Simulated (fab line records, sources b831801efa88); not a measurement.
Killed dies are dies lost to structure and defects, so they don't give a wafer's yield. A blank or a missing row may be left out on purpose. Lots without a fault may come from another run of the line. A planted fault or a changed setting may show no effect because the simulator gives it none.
fab line records | flow sky130
record lots=5 wafers=15 last_day=50
route steps=708 shown LDD_HVP@282 LDD_LDN@289 SPACER@304 POLY_CUT@307
lots that met no fault: from a run of the same line without faults
start_h: hours from the record's first day to the start of the lot's first wafer shown | wait_h: hours since the lot's step before | " the same as in the row above | L1.1+2: a row that stands for several wafers | - no value, or no start given | * or withheld: withheld | < > ~ a bound
route shown NAME@n: a module of which the file shows steps, and the number in the route of the first | usual: mean/standard deviation of fault-free wafers | same: alike in all rows | chamber/n: place in a boat | sites: the reading at each site | _std_site: their standard deviation | _edge_site: outer sites' mean less inner sites' | radius_mm: how far each site lies from the wafer's centre | mask NAME#n: copy n | behind: the tool/chamber that last shaped the wafer | hold: why the lot was held/for how many hours/how that ended | device: the transistor (n, p or np) that didn't switch | end of line: the same wafers' tests at the end of the route | a step without rows: its recipe alone | killed: dies lost to structure and defects at the first sort, not the wafer's yield | map: a wafer's dies, x killed, . not, _ none there
set.NAME: the setting as run; set.NAME@STEP: as run at that earlier step | model.NAME: the simulator's own value behind a step, which no gauge read
lots at some steps of the route; a table a step, a row a wafer
services: from which hour (start_h, from the record's first day; less than 0 if before it) a tool's chamber was out of use, for how many hours, and why
## steps
# step SKY_LDD_HVP_EXPOSE_04
# recipe mask_id=HVPTM na=0.6 source_shape=conventional sigma_outer=0.6 polarization=unpolarized target_cd_nm=700 dose_mj=86
# usual exposure_dose_mJ_cm2=85.99/0.077
# columns lot.wafer tool chamber start_h wait_h mask exposure_dose_mJ_cm2
L078.2 iline_stepper-02 0 - - HVPTM#0 85.98
L078.3 " 0 " " HVPTM#0 85.94
L078.4 " 0 " " HVPTM#0 85.98
L086.2 iline_stepper-01 0 - - HVPTM#0 85.87
L086.3 " 0 " " HVPTM#0 85.94
L086.4 " 0 " " HVPTM#0 85.93
L090.1 iline_stepper-02 0 - - HVPTM#0 86.17
L090.3 " 0 " " HVPTM#0 86.01
L090.5 " 0 " " HVPTM#0 86.17
L095.1 iline_stepper-02 0 - - HVPTM#0 85.86
L095.2 " 0 " " HVPTM#0 86.05
L095.6 " 0 " " HVPTM#0 85.91
L097.1 iline_stepper-01 0 - - HVPTM#0 85.85
L097.2 " 0 " " HVPTM#0 85.94
L097.3 " 0 " " HVPTM#0 85.91
# step SKY_LDD_HVP_PEB_05
# recipe temp_c=withheld time_s=* resist=NOVOLAK
# columns lot.wafer tool chamber start_h wait_h
L078.2+3+4 litho_track-04 0 - -
L086.2+3+4 litho_track-04 0 - -
L090.1+3+5 litho_track-02 0 - -
L095.1+2+6 litho_track-02 0 - -
L097.1+2+3 litho_track-02 0 - -
# step SKY_LDD_HVP_DEVELOP_06
# recipe resist=NOVOLAK developer=TMAH develop_time_s=60 dev_temp_c=23
# usual developer_temp_C=22.98/0.12
# same develop_time_s=60
# columns lot.wafer tool chamber start_h wait_h developer_temp_C
L078.2 litho_track-04 0 524.76 0.1 22.85
L078.3 " 0 " " 22.82
L078.4 " 0 " " 22.85
L086.2 litho_track-04 0 604.36 0.1 23.16
L086.3 " 0 " " 23.14
L086.4 " 0 " " 23.15
L090.1 litho_track-02 0 640.33 0.1 22.97
L090.3 " 0 " " 23.05
L090.5 " 0 " " 22.98
L095.1 litho_track-02 0 676.03 0.1 22.99
L095.2 " 0 " " 22.90
L095.6 " 0 " " 22.94
L097.1 litho_track-02 0 703.08 0.1 23.06
L097.2 " 0 " " 22.80
L097.3 " 0 " " 23.11
# step SKY_LDD_HVP_OVL_MEAS_07
# usual LDD_HVP_OVL=0.3/1.3
# columns lot.wafer tool chamber start_h wait_h LDD_HVP_OVL[nm]
L078.2 overlay-02 - 524.89 0.1 1.4
L078.3 " - " " 2.2
L078.4 " - " " -0.3
L086.2 overlay-02 - 604.49 0.1 1.5
L086.3 " - " " 1.8
L086.4 " - " " -0.3
L090.1 overlay-01 - 640.48 0.1 3.0
L090.3 " - " " -1.3
L090.5 " - " " 2.3
L095.1 overlay-01 - 676.18 0.1 -0.6
L095.2 " - " " 0.6
L095.6 " - " " -1.0
L097.1 overlay-02 - 703.23 0.1 0.3
L097.2 " - " " 1.5
L097.3 " - " " -0.1
# step SKY_LDD_HVP_IMPLANT_08
# recipe species=B energy_kev=20 dose_cm2=1.7e+13 tilt_deg=17.9
# same implant_ion_amu=11
# columns lot.wafer tool chamber start_h wait_h
L078.2+3+4 implanter-03 0 524.95 0.0
L086.2+3+4 implanter-02 0 604.55 0.0
L090.1+3+5 implanter-04 0 640.52 0.0
L095.1+2+6 implanter-03 0 676.22 0.0
L097.1+2+3 implanter-04 0 703.27 0.0
# step SKY_LDD_HVP_STRIP_09
# recipe chemistry=O2/N2 power_w=1400 pressure_mtorr=1500 platen_temp_c=withheld o2_flow_sccm=3000 n2_flow_sccm=300 overash_fraction=0.5
# usual drypump_motor_current_A=5.8/0.42 oes_product_au=0.408/0.0049 strip_time_to_endpoint_s=4.139/0.014
# columns lot.wafer tool chamber start_h wait_h drypump_motor_current_A oes_product_au rf_hours_counter_h strip_time_to_endpoint_s
L078.2 plasma_asher-04 1 525.07 0.1 6.1 0.412 73 4.134
L078.3 " 1 " " 6.1 0.409 - 4.132
L078.4 " 0 " " 5.7 0.411 - 4.149
L086.2 plasma_asher-01 0 604.67 0.1 5.7 0.408 89 4.155
L086.3 " 0 " " 5.7 0.398 - 4.164
L086.4 " 1 " " 6.6 0.416 - 4.147
L090.1 plasma_asher-02 1 640.67 0.1 5.6 0.408 48 4.146
L090.3 " 0 " " 5.2 0.423 - 4.139
L090.5 " 0 " " 5.3 0.404 - 4.143
L095.1 plasma_asher-04 0 676.37 0.1 5.8 0.413 87 4.146
L095.2 " 1 " " 6.1 0.409 87 4.135
L095.6 " 0 " " 5.7 0.403 - 4.155
L097.1 plasma_asher-02 0 703.42 0.1 5.3 0.400 55 4.151
L097.2 " 1 " " 5.6 0.411 55 4.148
L097.3 " 0 " " 5.2 0.405 - 4.172
# step SKY_LDD_HVP_TW_MEAS_10
# usual LDD_HVP_TW=457.8/1.8
# columns lot.wafer tool chamber start_h wait_h LDD_HVP_TW
L078.2 film_metro-02 - 525.18 0.1 455.3
L078.3 " - " " 456.1
L078.4 " - " " 454.0
L086.2 film_metro-03 - 604.78 0.1 456.5
L086.3 " - " " 456.0
L086.4 " - " " 458.4
L090.1 film_metro-04 - 640.77 0.1 456.9
L090.3 " - " " 458.3
L090.5 " - " " 459.0
L095.1 film_metro-04 - 676.47 0.1 461.7
L095.2 " - " " 461.3
L095.6 " - " " 460.7
L097.1 film_metro-03 - 703.52 0.1 460.2
L097.2 " - " " 461.7
L097.3 " - " " 462.1
# step SKY_LDD_LDN_DEHYDRATE_00
# recipe temp_c=200 time_s=60
# usual heater_power_total_W=160.36/0.12 plate_temp_C=199.99/0.15
# columns lot.wafer tool chamber start_h wait_h heater_power_total_W plate_temp_C
L078.2 litho_track-02 0 542.76 17.6 160.30 199.92
L078.3 " 0 " " 160.29 200.26
L078.4 " 0 " " 160.23 199.86
L086.2 litho_track-01 0 616.91 12.1 160.39 199.75
L086.3 " 0 " " 160.48 199.84
L086.4 " 0 " " 160.39 199.80
L090.1 litho_track-01 0 652.78 12.0 160.37 199.91
L090.3 " 0 " " 160.53 199.95
L090.5 " 0 " " 160.49 199.59
L095.1 litho_track-04 0 690.94 14.5 160.29 200.09
L095.2 " 0 " " 160.21 200.34
L095.6 " 0 " " 160.24 200.17
L097.1 litho_track-04 0 716.34 12.8 160.16 199.92
L097.2 " 0 " " 160.36 199.90
L097.3 " 0 " " 160.28 199.87
# step SKY_LDD_LDN_HMDS_01
# recipe prime_time_s=60 prime_temp_c=120
# columns lot.wafer tool chamber start_h wait_h
L078.2+3+4 litho_track-02 0 542.91 0.1
L086.2+3+4 litho_track-01 0 617.06 0.1
L090.1+3+5 litho_track-01 0 652.93 0.1
L095.1+2+6 litho_track-04 0 691.09 0.1
L097.1+2+3 litho_track-04 0 716.49 0.1
# step SKY_LDD_LDN_COAT_02
# recipe resist=NOVOLAK spin_rpm=3000 resist_thk_nm=1140
# columns lot.wafer tool chamber start_h wait_h
L078.2+3+4 litho_track-02 0 543.06 0.1
L086.2+3+4 litho_track-01 0 617.21 0.1
L090.1+3+5 litho_track-01 0 653.08 0.1
L095.1+2+6 litho_track-04 0 691.24 0.1
L097.1+2+3 litho_track-04 0 716.64 0.1
# step SKY_LDD_LDN_SOFTBAKE_03
# recipe temp_c=90 time_s=60 resist=NOVOLAK
# usual heater_power_total_W=56.59/0.042 plate_temp_C=90.02/0.13
# columns lot.wafer tool chamber start_h wait_h heater_power_total_W plate_temp_C
L078.2 litho_track-02 0 543.21 0.1 56.57 89.93
L078.3 " 0 " " 56.66 89.84
L078.4 " 0 " " 56.62 89.83
L086.2 litho_track-01 0 617.36 0.1 56.66 89.99
L086.3 " 0 " " 56.65 89.84
L086.4 " 0 " " 56.60 89.92
L090.1 litho_track-01 0 653.23 0.1 56.67 89.88
L090.3 " 0 " " 56.64 89.90
L090.5 " 0 " " 56.62 89.96
L095.1 litho_track-04 0 691.39 0.1 56.52 90.12
L095.2 " 0 " " 56.57 90.28
L095.6 " 0 " " 56.59 90.09
L097.1 litho_track-04 0 716.79 0.1 56.63 90.16
L097.2 " 0 " " 56.67 89.98
L097.3 " 0 " " 56.65 89.91
# step SKY_LDD_LDN_EXPOSE_04
# recipe mask_id=LDNTM na=0.6 source_shape=conventional sigma_outer=0.6 polarization=unpolarized target_cd_nm=700 dose_mj=140
# usual exposure_dose_mJ_cm2=140.00/0.17
# columns lot.wafer tool chamber start_h wait_h mask exposure_dose_mJ_cm2
L078.2 iline_stepper-02 0 - - LDNTM#0 139.74
L078.3 " 0 " " LDNTM#0 139.83
L078.4 " 0 " " LDNTM#0 139.76
L086.2 iline_stepper-02 0 - - LDNTM#0 140.34
L086.3 " 0 " " LDNTM#0 140.24
L086.4 " 0 " " LDNTM#0 140.02
L090.1 iline_stepper-01 0 - - LDNTM#0 139.89
L090.3 " 0 " " LDNTM#0 139.94
L090.5 " 0 " " LDNTM#0 139.93
L095.1 iline_stepper-02 0 - - LDNTM#0 140.13
L095.2 " 0 " " LDNTM#0 140.11
L095.6 " 0 " " LDNTM#0 140.03
L097.1 iline_stepper-01 0 - - LDNTM#0 139.97
L097.2 " 0 " " LDNTM#0 140.00
L097.3 " 0 " " LDNTM#0 140.05
# step SKY_LDD_LDN_PEB_05
# recipe temp_c=withheld time_s=* resist=NOVOLAK
# columns lot.wafer tool chamber start_h wait_h
L078.2+3+4 litho_track-04 0 - -
L086.2+3+4 litho_track-01 0 - -
L090.1+3+5 litho_track-04 0 - -
L095.1+2+6 litho_track-01 0 - -
L097.1+2+3 litho_track-01 0 - -
# step SKY_LDD_LDN_DEVELOP_06
# recipe resist=NOVOLAK developer=TMAH develop_time_s=60 dev_temp_c=23.35
# usual developer_temp_C=23.35/0.1
# same develop_time_s=60
# columns lot.wafer tool chamber start_h wait_h developer_temp_C
L078.2 litho_track-04 0 554.81 0.1 23.41
L078.3 " 0 " " 23.40
L078.4 " 0 " " 23.46
L086.2 litho_track-01 0 633.31 0.1 23.32
L086.3 " 0 " " 23.29
L086.4 " 0 " " 23.51
L090.1 litho_track-04 0 668.79 0.1 23.40
L090.3 " 0 " " 23.22
L090.5 " 0 " " 23.38
L095.1 litho_track-01 0 704.68 0.1 23.37
L095.2 " 0 " " 23.35
L095.6 " 0 " " 23.40
L097.1 litho_track-01 0 730.83 0.1 23.39
L097.2 " 0 " " 23.38
L097.3 " 0 " " 23.39
# step SKY_LDD_LDN_OVL_MEAS_07
# usual LDD_LDN_OVL=-0.3/1.4
# columns lot.wafer tool chamber start_h wait_h LDD_LDN_OVL[nm]
L078.2 overlay-01 - 554.94 0.1 -3.1
L078.3 " - " " -2.7
L078.4 " - " " -0.6
L086.2 overlay-01 - 633.44 0.1 1.2
L086.3 " - " " -3.4
L086.4 " - " " -0.3
L090.1 overlay-02 - 668.94 0.1 -0.8
L090.3 " - " " -2.3
L090.5 " - " " -0.4
L095.1 overlay-01 - 704.83 0.1 -1.5
L095.2 " - " " -1.1
L095.6 " - " " -0.7
L097.1 overlay-01 - 730.98 0.1 0.2
L097.2 " - " " 3.9
L097.3 " - " " 1.5
# step SKY_LDD_LDN_IMPLANT_08
# recipe species=As energy_kev=15 dose_cm2=1.25e+13 tilt_deg=withheld rotation_deg=23
# same implant_ion_amu=75
# columns lot.wafer tool chamber start_h wait_h
L078.2+3+4 implanter-01 0 555.00 0.0
L086.2+3+4 implanter-02 0 633.50 0.0
L090.1+3+5 implanter-01 0 668.97 0.0
L095.1+2+6 implanter-01 0 704.87 0.0
L097.1+2+3 implanter-04 0 731.02 0.0
# step SKY_LDD_LDN_IMPLANT_09
# recipe species=As energy_kev=15 dose_cm2=1.25e+13 tilt_deg=withheld rotation_deg=113
# same implant_ion_amu=75
# columns lot.wafer tool chamber start_h wait_h
L078.2+3+4 implanter-01 0 555.15 0.1
L086.2+3+4 implanter-02 0 633.65 0.1
L090.1+3+5 implanter-01 0 669.12 0.1
L095.1+2+6 implanter-01 0 705.02 0.1
L097.1+2+3 implanter-04 0 731.17 0.1
# step SKY_LDD_LDN_IMPLANT_10
# recipe species=As energy_kev=15 dose_cm2=1.25e+13 tilt_deg=withheld rotation_deg=203
# same implant_ion_amu=75
# columns lot.wafer tool chamber start_h wait_h
L078.2+3+4 implanter-01 0 555.30 0.1
L086.2+3+4 implanter-02 0 633.80 0.1
L090.1+3+5 implanter-01 0 669.27 0.1
L095.1+2+6 implanter-01 0 705.17 0.1
L097.1+2+3 implanter-04 0 731.32 0.1
# step SKY_LDD_LDN_IMPLANT_11
# recipe species=As energy_kev=15 dose_cm2=1.25e+13 tilt_deg=withheld rotation_deg=293
# same implant_ion_amu=75
# columns lot.wafer tool chamber start_h wait_h
L078.2+3+4 implanter-01 0 555.45 0.1
L086.2+3+4 implanter-02 0 633.95 0.1
L090.1+3+5 implanter-01 0 669.42 0.1
L095.1+2+6 implanter-01 0 705.32 0.1
L097.1+2+3 implanter-04 0 731.47 0.1
# step SKY_LDD_LDN_STRIP_12
# recipe chemistry=O2/N2 power_w=1400 pressure_mtorr=1500 platen_temp_c=withheld o2_flow_sccm=3000 n2_flow_sccm=300 overash_fraction=0.5
# usual drypump_motor_current_A=5.8/0.35 oes_product_au=0.715/0.0045 strip_time_to_endpoint_s=14.20/0.045
# columns lot.wafer tool chamber start_h wait_h drypump_motor_current_A oes_product_au rf_hours_counter_h strip_time_to_endpoint_s
L078.2 plasma_asher-03 0 555.57 0.1 5.3 0.722 15 14.25
L078.3 " 0 " " 5.3 0.715 - 14.26
L078.4 " 1 " " 5.7 0.716 - 14.25
L086.2 plasma_asher-03 0 634.07 0.1 5.3 0.713 22 14.24
L086.3 " 1 " " 5.8 0.719 - 14.19
L086.4 " 0 " " 5.3 0.719 - 14.24
L090.1 plasma_asher-03 1 669.57 0.1 5.8 0.712 26 14.15
L090.3 " 0 " " 5.3 0.711 - 14.18
L090.5 " 1 " " 5.8 0.711 - 14.14
L095.1 plasma_asher-01 1 705.47 0.1 6.6 0.718 98 14.23
L095.2 " 0 " " 5.7 0.721 98 14.26
L095.6 " 1 " " 6.6 0.716 - 14.23
L097.1 plasma_asher-03 1 731.62 0.1 5.7 0.714 32 14.14
L097.2 " 0 " " 5.3 0.719 32 14.18
L097.3 " 1 " " 5.7 0.723 - 14.20
# step SKY_LDD_LDN_TW_MEAS_13
# usual LDD_LDN_TW=1485/7.5
# columns lot.wafer tool chamber start_h wait_h LDD_LDN_TW
L078.2 film_metro-04 - 555.68 0.1 1494
L078.3 " - " " 1491
L078.4 " - " " 1488
L086.2 film_metro-02 - 634.18 0.1 1486
L086.3 " - " " 1482
L086.4 " - " " 1491
L090.1 film_metro-04 - 669.67 0.1 1488
L090.3 " - " " 1488
L090.5 " - " " 1488
L095.1 film_metro-02 - 705.57 0.1 1492
L095.2 " - " " 1495
L095.6 " - " " 1498
L097.1 film_metro-04 - 731.83 0.2 1489
L097.2 " - " " 1486
L097.3 " - " " 1492
# step SKY_LDD_LDN_CLEAN_14
# recipe chemistry=SC1/SC2 mix=1:4:20 temp_c=70 time_s=150 dry=n2_spin
# columns lot.wafer tool chamber start_h wait_h
L078.2+3+4 wet_bench-03 0 555.73 0.0
L086.2+3+4 wet_bench-02 1 634.23 0.0
L090.1+3+5 wet_bench-04 2 669.73 0.1
L095.1+2+6 wet_bench-02 3 705.63 0.1
L097.1+2+3 wet_bench-03 0 731.89 0.1
# step SKY_SPACER_CVD_00
# recipe material=Si3N4 precursor=DCS/NH3 target_thk_nm=43.1 temp_c=770 time_s=740 pressure_mtorr=250
# usual spike_tc_top_C=785.2/2.3 zone_power_bottom_pct=20.7/1 zone_power_lower_pct=13.6/0.35
# columns lot.wafer tool chamber start_h wait_h spike_tc_top_C zone_power_bottom_pct zone_power_lower_pct
L078.2 lpcvd-02 0 556.37 0.6 782.4 21.9 14.1
L078.3 " 0 " " 782.0 21.7 14.0
L078.4 " 0 " " 782.5 21.9 14.0
L086.2 lpcvd-02 1 635.06 0.8 786.5 19.9 13.2
L086.3 " 1 " " 787.2 19.8 13.4
L086.4 " 1 " " 789.0 19.9 13.3
L090.1 lpcvd-02 1 670.03 0.2 787.2 19.6 13.2
L090.3 " 1 " " 787.4 19.9 13.2
L090.5 " 1 " " 787.4 20.2 13.3
L095.1 lpcvd-02 0 707.15 1.5 782.2 21.8 13.7
L095.2 " 0 " " 783.2 21.4 14.2
L095.6 " 0 " " 784.5 21.4 13.8
L097.1 lpcvd-02 1 733.64 1.7 786.4 20.0 13.1
L097.2 " 1 " " 786.7 19.8 13.4
L097.3 " 1 " " 786.0 19.9 13.3
# step SKY_SPACER_THK_MEAS_01
# recipe reads=Si3N4_of_SPACER_CVD_00
# usual SPACER_CVD_00_THK=42.8/0.42
# columns lot.wafer tool chamber start_h wait_h SPACER_CVD_00_THK[nm]
L078.2 film_metro-03 - 557.59 0.0 42.8
L078.3 " - " " 42.3
L078.4 " - " " 42.5
L086.2 film_metro-03 - 636.28 0.0 42.5
L086.3 " - " " 42.7
L086.4 " - " " 42.4
L090.1 film_metro-01 - 671.24 0.0 43.2
L090.3 " - " " 42.8
L090.5 " - " " 42.7
L095.1 film_metro-04 - 708.36 0.0 43.0
L095.2 " - " " 43.1
L095.6 " - " " 42.6
L097.1 film_metro-04 - 734.85 0.0 42.3
L097.2 " - " " 42.4
L097.3 " - " " 42.8
# step SKY_SPACER_ETCHBACK_02
# recipe chemistry=CH3F/O2 target=Si3N4 stop_on=SiO2 source_w=400 bias_w=80 pressure_mtorr=25 ch3f_flow_sccm=40 O2_flow_sccm=30 time_s=46.7 target_depth_a=450
# usual ch3f_flow_sccm=39.99/0.11 drypump_motor_current_A=5.8/0.42 oes_product_au=0.852/0.0061 throttle_valve_pct=10.560/0.0098
# columns lot.wafer tool chamber start_h wait_h ch3f_flow_sccm drypump_motor_current_A oes_product_au rf_hours_counter_h throttle_valve_pct
L078.2 rie_diel-03 3 557.64 0.0 40.21 5.6 0.850 10 10.551
L078.3 " 1 " " 40.04 5.8 0.845 1 10.557
L078.4 " 2 " " 39.75 6.5 0.856 63 10.549
L086.2 rie_diel-04 2 636.33 0.0 40.01 5.5 0.847 0 10.579
L086.3 " 0 " " 39.83 6.2 0.850 13 10.542
L086.4 " 0 " " 39.88 6.2 0.857 - 10.578
L090.1 rie_diel-03 2 671.30 0.1 40.17 6.5 0.856 0 10.556
L090.3 " 3 " " 39.90 5.6 0.856 12 10.557
L090.5 " 3 " " 39.98 5.7 0.861 - 10.567
L095.1 rie_diel-03 2 708.42 0.1 40.01 6.5 0.854 1 10.558
L095.2 " 0 " " 40.16 5.7 0.857 7 10.550
L095.6 " 3 " " 39.91 5.6 0.845 - 10.543
L097.1 rie_diel-03 2 734.91 0.1 39.82 6.5 0.850 1 10.562
L097.2 " 1 " " 39.94 5.8 0.853 5 10.551
L097.3 " 0 " " 39.91 5.7 0.843 7 10.539
# step SKY_POLY_CUT_DEHYDRATE_00
# recipe temp_c=200 time_s=60
# usual heater_power_total_W=160.36/0.13 plate_temp_C=200.01/0.16
# columns lot.wafer tool chamber start_h wait_h heater_power_total_W plate_temp_C
L078.2 litho_track-03 0 574.64 17.0 160.13 200.00
L078.3 " 0 " " 160.33 200.11
L078.4 " 0 " " 160.45 199.86
L086.2 litho_track-03 0 648.49 12.1 160.48 200.13
L086.3 " 0 " " 160.55 200.00
L086.4 " 0 " " 160.22 199.70
L090.1 litho_track-01 0 682.83 11.5 160.23 200.17
L090.3 " 0 " " 160.38 200.14
L090.5 " 0 " " 160.31 199.99
L095.1 litho_track-03 0 722.22 13.8 160.36 200.33
L095.2 " 0 " " 160.58 200.19
L095.6 " 0 " " 160.50 200.21
L097.1 litho_track-03 0 747.97 13.0 160.54 200.08
L097.2 " 0 " " 160.33 200.16
L097.3 " 0 " " 160.22 200.02
# step SKY_POLY_CUT_HMDS_01
# recipe prime_time_s=60 prime_temp_c=120
# columns lot.wafer tool chamber start_h wait_h
L078.2+3+4 litho_track-03 0 574.79 0.1
L086.2+3+4 litho_track-03 0 648.64 0.1
L090.1+3+5 litho_track-01 0 682.98 0.1
L095.1+2+6 litho_track-03 0 722.37 0.1
L097.1+2+3 litho_track-03 0 748.12 0.1
# step SKY_POLY_CUT_COAT_02
# recipe resist=BARC temp_c=withheld time_s=withheld spin_rpm=3000 resist_thk_nm=60
# columns lot.wafer tool chamber start_h wait_h
L078.2+3+4 litho_track-03 0 574.94 0.1
L086.2+3+4 litho_track-03 0 648.79 0.1
L090.1+3+5 litho_track-01 0 683.13 0.1
L095.1+2+6 litho_track-03 0 722.52 0.1
L097.1+2+3 litho_track-03 0 748.27 0.1
# step SKY_POLY_CUT_COAT_03
# recipe resist=KrF-thick spin_rpm=3000 resist_thk_nm=450
# columns lot.wafer tool chamber start_h wait_h
L078.2+3+4 litho_track-03 0 - -
L086.2+3+4 litho_track-03 0 - -
L090.1+3+5 litho_track-01 0 - -
L095.1+2+6 litho_track-03 0 - -
L097.1+2+3 litho_track-03 0 - -
# step SKY_POLY_CUT_SOFTBAKE_04
# recipe temp_c=100 time_s=90 resist=KrF-thick
# usual heater_power_total_W=57.37/0.11 plate_temp_C=100.02/0.14
# columns lot.wafer tool chamber start_h wait_h heater_power_total_W plate_temp_C
L078.2 litho_track-03 0 - - 57.26 100.23
L078.3 " 0 " " 57.44 99.92
L078.4 " 0 " " 57.45 99.89
L086.2 litho_track-03 0 - - 57.50 99.94
L086.3 " 0 " " 57.31 99.94
L086.4 " 0 " " 57.28 99.75
L090.1 litho_track-01 0 - - 57.51 100.24
L090.3 " 0 " " 57.38 100.11
L090.5 " 0 " " 57.30 100.06
L095.1 litho_track-03 0 - - 57.46 99.96
L095.2 " 0 " " 57.51 99.99
L095.6 " 0 " " 57.28 100.09
L097.1 litho_track-03 0 - - 57.28 99.99
L097.2 " 0 " " 57.19 100.02
L097.3 " 0 " " 57.33 100.28
# step SKY_POLY_CUT_EXPOSE_05
# recipe mask_id=NPCM na=0.8 source_shape=annular sigma_inner=0.55 sigma_outer=0.85 target_cd_nm=270 dose_mj=32
# usual exposure_dose_mJ_cm2=31.98/0.03
# columns lot.wafer tool chamber start_h wait_h mask exposure_dose_mJ_cm2
L078.2 krf_scanner-02 0 - - NPCM#0 31.96
L078.3 " 0 " " NPCM#0 31.98
L078.4 " 0 " " NPCM#0 31.96
L086.2 krf_scanner-02 0 - - NPCM#0 32.02
L086.3 " 0 " " NPCM#0 31.99
L086.4 " 0 " " NPCM#0 31.99
L090.1 krf_scanner-02 0 - - NPCM#0 31.96
L090.3 " 0 " " NPCM#0 31.95
L090.5 " 0 " " NPCM#0 31.98
L095.1 krf_scanner-01 0 - - NPCM#0 31.97
L095.2 " 0 " " NPCM#0 32.02
L095.6 " 0 " " NPCM#0 32.01
L097.1 krf_scanner-02 0 - - NPCM#0 31.98
L097.2 " 0 " " NPCM#0 31.98
L097.3 " 0 " " NPCM#0 31.97
# step SKY_POLY_CUT_PEB_06
# recipe peb_temp_c=withheld peb_time_s=withheld resist=KrF-thick
# columns lot.wafer tool chamber start_h wait_h
L078.2+3+4 litho_track-02 0 - -
L086.2+3+4 litho_track-01 0 - -
L090.1+3+5 litho_track-02 0 - -
L095.1+2+6 litho_track-01 0 - -
L097.1+2+3 litho_track-02 0 - -
# step SKY_POLY_CUT_DEVELOP_07
# recipe develop_time_s=60 resist=KrF-thick dev_temp_c=21
# usual developer_temp_C=20.99/0.11
# same develop_time_s=60
# columns lot.wafer tool chamber start_h wait_h developer_temp_C
L078.2 litho_track-02 0 - - 20.91
L078.3 " 0 " " 20.85
L078.4 " 0 " " 21.08
L086.2 litho_track-01 0 - - 20.84
L086.3 " 0 " " 20.84
L086.4 " 0 " " 20.83
L090.1 litho_track-02 0 - - 20.89
L090.3 " 0 " " 20.97
L090.5 " 0 " " 21.10
L095.1 litho_track-01 0 - - 20.96
L095.2 " 0 " " 21.05
L095.6 " 0 " " 20.97
L097.1 litho_track-02 0 - - 20.86
L097.2 " 0 " " 20.86
L097.3 " 0 " " 20.92
# step SKY_POLY_CUT_CD_MEAS_08
# recipe target_cd_nm=270
# usual cd_nm=269.9/1.6
# columns lot.wafer tool chamber start_h wait_h cd_nm
L078.2 cd_sem-01 - 587.75 - 273.5
L078.3 " - " " 271.8
L078.4 " - " " 272.4
L086.2 cd_sem-01 - 665.35 - 267.9
L086.3 " - " " 267.3
L086.4 " - " " 268.6
L090.1 cd_sem-01 - 698.98 - 269.5
L090.3 " - " " 269.2
L090.5 " - " " 270.2
L095.1 cd_sem-01 - 735.08 - 269.6
L095.2 " - " " 270.5
L095.6 " - " " 269.5
L097.1 cd_sem-01 - 762.10 - 271.3
L097.2 " - " " 271.2
L097.3 " - " " 272.0
# step SKY_POLY_CUT_OVL_MEAS_09
# usual POLY_CUT_OVL=-4/5.2
# columns lot.wafer tool chamber start_h wait_h POLY_CUT_OVL[nm]
L078.2 overlay-02 - 587.86 0.1 -3
L078.3 " - " " 6
L078.4 " - " " -4
L086.2 overlay-01 - 665.46 0.1 -11
L086.3 " - " " -6
L086.4 " - " " -6
L090.1 overlay-01 - 699.10 0.1 3
L090.3 " - " " 8
L090.5 " - " " -1
L095.1 overlay-01 - 735.21 0.1 -11
L095.2 " - " " -15
L095.6 " - " " -10
L097.1 overlay-01 - 762.22 0.1 -5
L097.2 " - " " -13
L097.3 " - " " -1
# step SKY_POLY_CUT_ETCH_10
# recipe chemistry=N2/H2 target=BARC ion_energy_ev=200 source_w=500 bias_w=100 pressure_mtorr=30 n2_flow_sccm=100 h2_flow_sccm=200 stop_on=SiO2 time_s=45.9 target_depth_a=600
# usual drypump_motor_current_A=5.7/0.36 oes_product_au=0.855/0.0049 throttle_valve_pct=13.225/0.009
# columns lot.wafer tool chamber start_h wait_h drypump_motor_current_A oes_product_au rf_hours_counter_h throttle_valve_pct
L078.2 rie_diel-04 0 587.89 0.0 6.2 0.854 12 13.216
L078.3 " 1 " " 5.5 0.859 1 13.211
L078.4 " 3 " " 5.5 0.856 12 13.231
L086.2 rie_diel-04 0 665.49 0.0 6.2 0.857 14 13.213
L086.3 " 1 " " 5.4 0.853 2 13.230
L086.4 " 2 " " 5.5 0.848 0 13.213
L090.1 rie_diel-02 0 699.14 0.0 6.0 0.862 19 13.204
L090.3 " 3 " " 6.2 0.867 16 13.219
L090.5 " 0 " " 6.0 0.857 - 13.228
L095.1 rie_diel-04 3 735.24 0.0 5.4 0.849 15 13.227
L095.2 " 0 " " 6.2 0.855 15 13.235
L095.6 " 0 " " 6.2 0.852 - 13.224
L097.1 rie_diel-04 0 762.26 0.0 6.2 0.853 16 13.224
L097.2 " 3 " " 5.4 0.865 15 13.229
L097.3 " 2 " " 5.5 0.853 3 13.229
## services
# columns tool chamber start_h hours kind
krf_scanner-02 - 491.07 1.3 pm
plasma_asher-03 - 519.50 0.5 repair
krf_scanner-02 - 544.46 1.0 pm
iline_stepper-01 - 559.29 7.1 repair
implanter-02 - 563.97 3.8 repair
krf_scanner-02 - 567.35 0.8 pm
rie_diel-04 - 590.31 0.6 repair
krf_scanner-02 - 624.78 0.2 repair
iline_stepper-02 - 629.53 1.7 pm
rie_diel-04 1 631.02 8.9 repair
iline_stepper-02 - 646.66 1.0 repair
iline_stepper-02 - 647.17 6.1 repair
krf_scanner-02 - 667.96 1.3 pm
lpcvd-02 - 690.09 1.2 repair
iline_stepper-01 - 697.04 1.7 pm
implanter-04 - 699.82 3.2 pm
implanter-02 - 703.01 2.8 pm
krf_scanner-02 - 713.46 1.0 pm
krf_scanner-02 - 719.63 4.4 pm
lpcvd-02 - 730.68 0.3 repair
implanter-04 - 731.62 4.2 pm
implanter-01 - 733.27 6.8 repair
krf_scanner-02 - 736.15 0.8 pm
implanter-04 - 760.55 15.3 repair
## key
fault none
